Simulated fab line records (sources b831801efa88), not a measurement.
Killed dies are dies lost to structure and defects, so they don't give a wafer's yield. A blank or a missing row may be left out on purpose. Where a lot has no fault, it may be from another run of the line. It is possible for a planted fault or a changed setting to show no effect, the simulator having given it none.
A sampling plan put to the test / flow sky130 / 20 faults told of in these records, all on one fab line, each judged by the records of the lots it struck
The line's own looks make up the plan; these are the steps of the route where a gauge or inspection reads the wafer and leaves it unchanged. Where struck wafers have a number at a look and the file lists that look's usual mean and standard deviation on fault-free wafers, the look can be judged. Caught: the struck wafers' mean, at a look after the fault's first step, is 4 or more of those standard deviations (sigma) away from the usual mean. On the tool: the test repeated on the tool's own readings taken at the fault's steps. Another recipe on the struck wafers, or a record that is blank for them alone, also counts as caught.

== THE FAULTS, as the simulator had put them in ==
1. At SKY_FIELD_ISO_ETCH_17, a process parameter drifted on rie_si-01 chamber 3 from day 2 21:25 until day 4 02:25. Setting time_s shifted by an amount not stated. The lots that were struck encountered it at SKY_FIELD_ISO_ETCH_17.
2. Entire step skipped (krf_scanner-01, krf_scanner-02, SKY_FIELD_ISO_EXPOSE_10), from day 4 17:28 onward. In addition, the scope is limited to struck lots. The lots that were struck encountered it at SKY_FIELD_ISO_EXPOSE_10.
3. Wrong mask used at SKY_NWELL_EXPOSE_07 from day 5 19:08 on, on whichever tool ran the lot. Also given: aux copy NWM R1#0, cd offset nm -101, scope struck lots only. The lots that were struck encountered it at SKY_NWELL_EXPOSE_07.
4. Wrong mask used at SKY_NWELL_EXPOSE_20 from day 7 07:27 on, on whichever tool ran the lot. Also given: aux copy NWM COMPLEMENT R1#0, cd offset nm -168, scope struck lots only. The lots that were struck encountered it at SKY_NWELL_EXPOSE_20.
5. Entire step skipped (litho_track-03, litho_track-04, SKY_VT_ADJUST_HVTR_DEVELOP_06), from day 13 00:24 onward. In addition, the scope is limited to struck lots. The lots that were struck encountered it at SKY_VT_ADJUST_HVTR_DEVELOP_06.
6. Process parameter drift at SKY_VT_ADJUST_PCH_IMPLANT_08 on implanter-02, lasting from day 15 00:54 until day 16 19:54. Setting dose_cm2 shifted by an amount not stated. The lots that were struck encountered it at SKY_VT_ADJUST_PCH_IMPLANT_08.
7. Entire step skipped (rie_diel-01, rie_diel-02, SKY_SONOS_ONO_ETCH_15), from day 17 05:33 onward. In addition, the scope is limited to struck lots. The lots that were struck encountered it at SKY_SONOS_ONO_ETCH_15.
8. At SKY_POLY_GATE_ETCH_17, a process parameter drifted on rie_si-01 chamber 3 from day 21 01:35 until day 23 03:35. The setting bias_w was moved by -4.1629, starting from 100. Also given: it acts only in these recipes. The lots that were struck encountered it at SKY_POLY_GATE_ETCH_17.
9. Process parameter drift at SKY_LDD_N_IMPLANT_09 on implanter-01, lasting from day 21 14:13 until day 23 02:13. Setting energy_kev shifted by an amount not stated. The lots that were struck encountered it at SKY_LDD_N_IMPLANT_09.
10. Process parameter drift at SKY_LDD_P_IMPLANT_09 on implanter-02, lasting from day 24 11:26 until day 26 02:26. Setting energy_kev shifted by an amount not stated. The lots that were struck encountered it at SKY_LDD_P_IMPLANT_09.
11. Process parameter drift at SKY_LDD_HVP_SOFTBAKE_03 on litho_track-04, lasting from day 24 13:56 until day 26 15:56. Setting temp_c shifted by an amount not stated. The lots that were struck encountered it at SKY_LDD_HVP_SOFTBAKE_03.
12. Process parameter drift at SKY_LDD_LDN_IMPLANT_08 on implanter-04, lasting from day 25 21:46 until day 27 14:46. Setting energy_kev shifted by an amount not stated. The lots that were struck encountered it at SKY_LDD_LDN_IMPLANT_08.
13. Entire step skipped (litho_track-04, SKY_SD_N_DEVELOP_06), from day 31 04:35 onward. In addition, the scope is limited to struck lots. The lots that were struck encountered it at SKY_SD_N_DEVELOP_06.
14. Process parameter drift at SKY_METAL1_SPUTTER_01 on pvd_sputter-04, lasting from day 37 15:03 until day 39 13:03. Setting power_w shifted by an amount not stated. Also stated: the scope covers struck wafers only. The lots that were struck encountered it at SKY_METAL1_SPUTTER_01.
15. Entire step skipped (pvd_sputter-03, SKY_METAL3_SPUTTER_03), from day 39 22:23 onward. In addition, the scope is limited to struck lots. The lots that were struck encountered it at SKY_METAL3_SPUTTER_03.
16. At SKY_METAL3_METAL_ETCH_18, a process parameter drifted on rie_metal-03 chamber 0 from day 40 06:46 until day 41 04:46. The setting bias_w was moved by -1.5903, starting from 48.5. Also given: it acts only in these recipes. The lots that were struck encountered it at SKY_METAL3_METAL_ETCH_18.
17. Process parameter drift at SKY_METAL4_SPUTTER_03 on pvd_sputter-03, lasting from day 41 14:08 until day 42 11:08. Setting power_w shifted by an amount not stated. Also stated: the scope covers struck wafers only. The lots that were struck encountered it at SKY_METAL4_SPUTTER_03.
18. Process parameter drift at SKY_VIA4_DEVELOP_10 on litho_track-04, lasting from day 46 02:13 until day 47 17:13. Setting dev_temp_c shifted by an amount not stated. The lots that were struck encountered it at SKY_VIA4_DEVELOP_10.
19. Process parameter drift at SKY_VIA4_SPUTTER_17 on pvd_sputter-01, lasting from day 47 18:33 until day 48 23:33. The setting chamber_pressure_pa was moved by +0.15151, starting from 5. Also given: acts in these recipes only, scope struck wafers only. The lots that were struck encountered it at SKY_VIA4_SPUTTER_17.
20. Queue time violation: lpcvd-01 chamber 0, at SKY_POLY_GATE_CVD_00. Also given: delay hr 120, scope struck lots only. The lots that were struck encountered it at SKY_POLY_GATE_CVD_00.

== WHAT THE PLAN SAW ==
fault=1; on the tool itself=run_length_s +8.9 sigma; first look that catches it=not the one look that can be judged after it; reading, sigma=-; median hours from its first step to that look=-; hours from the fault's start to the first struck lot there=-; judged looks passed uncaught=1
fault=2; on the tool itself=no reading that can be judged; first look that catches it=no look after it can be judged; reading, sigma=-; median hours from its first step to that look=-; hours from the fault's start to the first struck lot there=-; judged looks passed uncaught=0
fault=3; on the tool itself=no reading that can be judged; first look that catches it=none of the 2 looks that can be judged after it; reading, sigma=-; median hours from its first step to that look=-; hours from the fault's start to the first struck lot there=-; judged looks passed uncaught=2
fault=4; on the tool itself=under 2 sigma; first look that catches it=none of the 2 looks that can be judged after it; reading, sigma=-; median hours from its first step to that look=-; hours from the fault's start to the first struck lot there=-; judged looks passed uncaught=2
fault=5; on the tool itself=the tool's record is blank for the struck wafers; first look that catches it=not the one look that can be judged after it; reading, sigma=-; median hours from its first step to that look=-; hours from the fault's start to the first struck lot there=-; judged looks passed uncaught=1
fault=6; on the tool itself=dose_ions_cm2 -99 or beyond sigma; first look that catches it=no look after it can be judged; reading, sigma=-; median hours from its first step to that look=-; hours from the fault's start to the first struck lot there=-; judged looks passed uncaught=0
fault=7; on the tool itself=the tool's record is blank for the struck wafers; first look that catches it=not the one look that can be judged after it; reading, sigma=-; median hours from its first step to that look=-; hours from the fault's start to the first struck lot there=-; judged looks passed uncaught=1
fault=8; on the tool itself=bias_w -14 sigma; first look that catches it=not the one look that can be judged after it; reading, sigma=-; median hours from its first step to that look=-; hours from the fault's start to the first struck lot there=-; judged looks passed uncaught=1
fault=9; on the tool itself=beam_energy_keV -99 or beyond sigma; first look that catches it=not the one look that can be judged after it; reading, sigma=-; median hours from its first step to that look=-; hours from the fault's start to the first struck lot there=-; judged looks passed uncaught=1
fault=10; on the tool itself=beam_energy_keV +99 or beyond sigma; first look that catches it=not the one look that can be judged after it; reading, sigma=-; median hours from its first step to that look=-; hours from the fault's start to the first struck lot there=-; judged looks passed uncaught=1
fault=11; on the tool itself=heater_power_total_W -18 sigma; first look that catches it=no look after it can be judged; reading, sigma=-; median hours from its first step to that look=-; hours from the fault's start to the first struck lot there=-; judged looks passed uncaught=0
fault=12; on the tool itself=beam_energy_keV -99 or beyond sigma; first look that catches it=not the one look that can be judged after it; reading, sigma=-; median hours from its first step to that look=-; hours from the fault's start to the first struck lot there=-; judged looks passed uncaught=1
fault=13; on the tool itself=the tool's record is blank for the struck wafers; first look that catches it=no look after it can be judged; reading, sigma=-; median hours from its first step to that look=-; hours from the fault's start to the first struck lot there=-; judged looks passed uncaught=0
fault=14; on the tool itself=cathode_dc_power_W +99 or beyond sigma; first look that catches it=no look after it can be judged; reading, sigma=-; median hours from its first step to that look=-; hours from the fault's start to the first struck lot there=-; judged looks passed uncaught=0
fault=15; on the tool itself=the tool's record is blank for the struck wafers; first look that catches it=not the one look that can be judged after it; reading, sigma=-; median hours from its first step to that look=-; hours from the fault's start to the first struck lot there=-; judged looks passed uncaught=1
fault=16; on the tool itself=bias_w -12 sigma; first look that catches it=not the one look that can be judged after it; reading, sigma=-; median hours from its first step to that look=-; hours from the fault's start to the first struck lot there=-; judged looks passed uncaught=1
fault=17; on the tool itself=cathode_dc_power_W +99 or beyond sigma; first look that catches it=no look after it can be judged; reading, sigma=-; median hours from its first step to that look=-; hours from the fault's start to the first struck lot there=-; judged looks passed uncaught=0
fault=18; on the tool itself=developer_temp_C +8.1 sigma; first look that catches it=no look after it can be judged; reading, sigma=-; median hours from its first step to that look=-; hours from the fault's start to the first struck lot there=-; judged looks passed uncaught=0
fault=19; on the tool itself=chamber_pressure_pa +12 sigma; first look that catches it=no look after it can be judged; reading, sigma=-; median hours from its first step to that look=-; hours from the fault's start to the first struck lot there=-; judged looks passed uncaught=0
fault=20; on the tool itself=under 2 sigma; first look that catches it=not the one look that can be judged after it; reading, sigma=-; median hours from its first step to that look=-; hours from the fault's start to the first struck lot there=-; judged looks passed uncaught=1
Dash: fault not caught, or number not given in these records.

Caught at a look: 0 of 20. Caught on the tool: 16 of 20. By one or the other: 16 of 20.
Faults 1, 5, 6, 7, 8, 9, 10, 11, 12, 13, 14, 15, 16, 17, 18, 19 were caught on the tool alone.
Caught by neither: faults 2, 3, 4, 20.
